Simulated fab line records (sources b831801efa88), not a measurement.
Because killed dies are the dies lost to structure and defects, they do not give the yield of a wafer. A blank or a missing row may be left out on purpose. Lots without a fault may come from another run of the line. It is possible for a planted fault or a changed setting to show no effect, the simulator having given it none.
Matching of chambers -- flow sky130 -- SKY_PASSIVATION_CVD_02 on pecvd-01: 3 sister chambers
The step deposits Si3N4, target thk 540 nm. 22 wafers are shown with their chamber, then 11 later ones without.

## EACH WAFER AND ITS CHAMBER
wafer,chamber,heater power w (W)
L075.1,2,472
L075.4,2,520
L075.6,1,900
L076.1,1,875
L076.2,0,764
L076.5,2,584
L080.2,1,901
L080.3,2,615
L080.4,0,792
L082.4,1,837
L082.5,2,569
L082.6,0,900
L084.1,2,540
L084.3,1,790
L084.5,0,813
L087.4,2,561
L087.5,1,895
L087.6,0,840
L088.1,2,571
L088.3,1,897
L088.6,0,875
L091.1,2,526

SIGNATURES (means of the wafers above)
reading,chamber 0,chamber 1,chamber 2,scatter within a chamber
heater power w,830.67,870.71,550.89,44.6
Rule: a wafer lies at a distance from a chamber equal to the root of the sum of squares, over the readings, of (its reading less the chamber's mean, divided by the reading's scatter). If the next closest chamber is less than 2 further off than the closest, the wafer can't be placed; otherwise it belongs to the closest. The scatter: take each reading less its chamber's mean, square it, sum over the shown wafers, divide by the number of wafers less the number of chambers, and take the root.

## WAFERS WITH NO CHAMBER GIVEN
wafer,heater power w (W)
L091.4,863
L091.5,560
L093.3,491
L093.4,927
L093.6,849
L096.1,760
L096.5,863
L096.6,842
L097.3,872
L097.4,578
L097.5,589

## CHAMBER TAKEN BY EACH
wafer,from the rows above,in truth
L091.4,can't be placed: 1 or 0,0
L091.5,2,2
L093.3,2,2
L093.4,can't be placed: 1 or 0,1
L093.6,can't be placed: 0 or 1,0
L096.1,can't be placed: 0 or 1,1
L096.5,can't be placed: 1 or 0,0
L096.6,can't be placed: 0 or 1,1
L097.3,can't be placed: 1 or 0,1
L097.4,2,2
L097.5,2,2
Correct placement for 4 of the 11. Can't be placed from these rows: 7 (the true chamber is among the candidates in 7). Placed wrongly: 0.
